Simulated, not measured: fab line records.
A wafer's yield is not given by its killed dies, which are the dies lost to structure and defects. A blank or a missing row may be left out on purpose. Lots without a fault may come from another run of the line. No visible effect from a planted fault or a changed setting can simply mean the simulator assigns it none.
Chamber matching    flow gf180mcu    GF_V5_CVD_02 on pecvd-04 has 3 sister chambers
The step deposits SiO2 from TEOS, target thk 1450 nm, time 163.28 s. 3 wafers are shown with their chamber, then 8 later ones without.

== WAFERS WITH THEIR CHAMBER ==
wafer   chamber  heater_power_w (W)
L085.2  0        570
L085.3  2        709
L086.2  1        718

== WAFERS WITH NO CHAMBER GIVEN ==
wafer   heater_power_w (W)
L086.4  767
L086.6  696
L087.1  727
L087.3  831
L087.4  792
L097.1  746
L097.2  746
L097.5  629

== THE CHAMBER EACH PASSED THROUGH ==
wafer   from the rows above           in truth
L086.4  can't be placed: 1 or 2       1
L086.6  can't be placed: 2 or 1 or 0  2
L087.1  can't be placed: 1 or 2       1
L087.3  can't be placed: 1 or 2       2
L087.4  can't be placed: 1 or 2       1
L097.1  can't be placed: 1 or 2       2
L097.2  can't be placed: 1 or 2       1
L097.5  can't be placed: 0 or 2 or 1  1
Correctly placed: 0 of 8. Unplaceable from these rows: 8, with the true chamber sitting among the candidates in 8. Number placed wrongly: 0.
How it was worked out, from the rows above alone: a wafer's distance from a chamber is the root of the sum, over the readings, of the square of ((its reading less the chamber's mean) divided by the reading's scatter). If the next closest chamber is less than 2 further off than the closest, the wafer can't be placed; otherwise it belongs to the closest. The mean given for a chamber averages the wafers shown for that chamber. The scatter (one wafer shown for each chamber): square how far every hidden wafer sits from the nearest shown wafer, average those squares and take the square root.
